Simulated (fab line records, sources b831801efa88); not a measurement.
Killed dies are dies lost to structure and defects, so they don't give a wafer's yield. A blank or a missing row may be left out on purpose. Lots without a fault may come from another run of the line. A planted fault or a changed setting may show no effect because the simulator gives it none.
Which tool did it? | flow gf180mcu | 7 lots, 21 wafers sampled, at 1 step of a route of 602

WHAT THE GAUGES READ, wafer by wafer
GF_STI_BOW_MEAS_00.
lot  | measured    | on            | INCOMING_BOW (um)
L996 | day 2 01:01 | film_metro-01 | 5 -11 4
L998 | day 2 11:00 | film_metro-01 | -2 0 -4
L100 | day 2 21:00 | film_metro-02 | -1 4 6
L109 | day 4 18:00 | film_metro-02 | 6 -4 -1
L111 | day 5 04:00 | film_metro-01 | -6 1 -9
L113 | day 5 14:00 | film_metro-02 | 16 0 -11
L115 | day 6 00:00 | film_metro-02 | -6 1 -3

WHICH TOOL RAN EACH LOT (tool, then ch and the chambers of the sampled wafers, then the start)
The record holds no process step before these readings.

THE ANSWER, worked out from the rows above alone
Rule: what is usual is taken from the lots themselves. Put in order of their means at a reading, lots are off if they are a third of the lots or fewer, leave a main group of 4 or more, and stand apart from it by a gap of 3 or more times the standard deviation of the main group's means; of several such gaps the widest counts. A main group whose means are all the same, to the digits that the tables above print for the reading, isn't used. A lot without any number at a reading at which 4 lots or more have one is off too. The other lots that the step has rows for count as sound.
No lot is off at any reading shown: from this, nothing can be told.

WHAT THE SIMULATOR HAD PUT IN
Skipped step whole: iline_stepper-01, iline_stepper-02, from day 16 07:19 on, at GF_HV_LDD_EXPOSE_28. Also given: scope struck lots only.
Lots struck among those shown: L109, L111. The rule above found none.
